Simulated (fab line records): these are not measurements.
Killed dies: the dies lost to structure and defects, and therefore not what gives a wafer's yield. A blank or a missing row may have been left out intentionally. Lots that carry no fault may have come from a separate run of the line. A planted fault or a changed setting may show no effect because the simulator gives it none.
Which tool was responsible? :: flow sky130 :: Sampling: 11 lots, 33 wafers, 2 of 708 route steps

== WHAT EACH GAUGE READ, for each wafer ==
SKY_FIELD_ISO_THK_MEAS_02.
lot: L112
measured: day 1 11:38
on: film-metro-01
FIELD_ISO_OXIDATION_00_THK (nm): 12.17 12.21 12.08

lot: L113
measured: day 1 16:39
on: film-metro-01
FIELD_ISO_OXIDATION_00_THK (nm): 12.38 12.60 12.19

lot: L114
measured: day 1 22:47
on: film-metro-01
FIELD_ISO_OXIDATION_00_THK (nm): 12.12 11.85 11.90

lot: L115
measured: day 2 02:38
on: film-metro-02
FIELD_ISO_OXIDATION_00_THK (nm): 12.30 12.27 12.31

lot: L118
measured: day 2 18:19
on: film-metro-02
FIELD_ISO_OXIDATION_00_THK (nm): 12.55 12.53 12.44

lot: L119
measured: day 2 22:39
on: film-metro-01
FIELD_ISO_OXIDATION_00_THK (nm): 11.79 11.80 12.05

lot: L122
measured: day 3 14:44
on: film-metro-01
FIELD_ISO_OXIDATION_00_THK (nm): 10.58 10.19 10.53

lot: L123
measured: day 3 18:46
on: film-metro-02
FIELD_ISO_OXIDATION_00_THK (nm): 10.36 10.23 10.32

lot: L127
measured: day 4 17:26
on: film-metro-03
FIELD_ISO_OXIDATION_00_THK (nm): 12.12 12.33 12.24

lot: L128
measured: day 4 21:53
on: film-metro-01
FIELD_ISO_OXIDATION_00_THK (nm): 12.29 12.43 12.25

lot: L135
measured: day 6 08:44
on: film-metro-02
FIELD_ISO_OXIDATION_00_THK (nm): 11.85 12.03 11.92

== TOOL THAT RAN EACH LOT (tool first, then ch and the chambers of the sampled wafers, then the start) ==
lot: L112
SKY_FIELD_ISO_OXIDATION_01: furnace-02 ch 0, day 1 10:07

lot: L113
SKY_FIELD_ISO_OXIDATION_01: furnace-01 ch 0, day 1 15:07

lot: L114
SKY_FIELD_ISO_OXIDATION_01: furnace-02 ch 0, day 1 21:16

lot: L115
SKY_FIELD_ISO_OXIDATION_01: furnace-01 ch 0, day 2 01:07

lot: L118
SKY_FIELD_ISO_OXIDATION_01: furnace-01 ch 0, day 2 16:47

lot: L119
SKY_FIELD_ISO_OXIDATION_01: furnace-02 ch 0, day 2 21:07

lot: L122
SKY_FIELD_ISO_OXIDATION_01: furnace-01 ch 0, day 3 13:13

lot: L123
SKY_FIELD_ISO_OXIDATION_01: furnace-01 ch 0, day 3 17:14

lot: L127
SKY_FIELD_ISO_OXIDATION_01: furnace-02 ch 0, day 4 15:55

lot: L128
SKY_FIELD_ISO_OXIDATION_01: furnace-02 ch 0, day 4 20:22

lot: L135
SKY_FIELD_ISO_OXIDATION_01: furnace-02 ch 0, day 6 07:13
- SKY_FIELD_ISO_OXIDATION_01: stabilise 600 s, purge 300 s, target thk 12 nm.

== THE ANSWER, worked out from the rows above alone ==
Rule: the lots themselves supply what counts as usual. The widest of any qualifying gaps counts: lots, ordered by their means at a reading, are off when they make up no more than a third of the lots, leave a main group of 4 or more, and stand apart from it by 3 or more times the standard deviation of that group's means. A main group is skipped when, at the precision printed for the reading in the tables above, its means are all equal. Also off: a lot with no number at a reading for which 4 or more lots have one. Where the step has rows for the other lots, those lots are counted as sound.
Off: L122, L123, seen at SKY_FIELD_ISO_THK_MEAS_02 (FIELD_ISO_OXIDATION_00_THK). The main group: mean 12.19 nm, standard deviation 0.21.
A tool fits if, at a process step before that reading, it ran every lot that is off, and no sound lot after the first of them. Those tools and the gauges at SKY_FIELD_ISO_THK_MEAS_02 are tried in the same way. One fits: furnace-01 at SKY_FIELD_ISO_OXIDATION_01. Its last sound lot is L118 (day 2 16:47), its first lot that is off L122 (day 3 13:13): a fault that began between those two fits.

== WHAT THE SIMULATOR PUT IN ==
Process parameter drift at SKY_FIELD_ISO_OXIDATION_01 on furnace-01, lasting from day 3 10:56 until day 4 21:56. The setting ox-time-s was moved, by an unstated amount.
Struck lots among those shown: L122, L123. Same finding as the rule above.
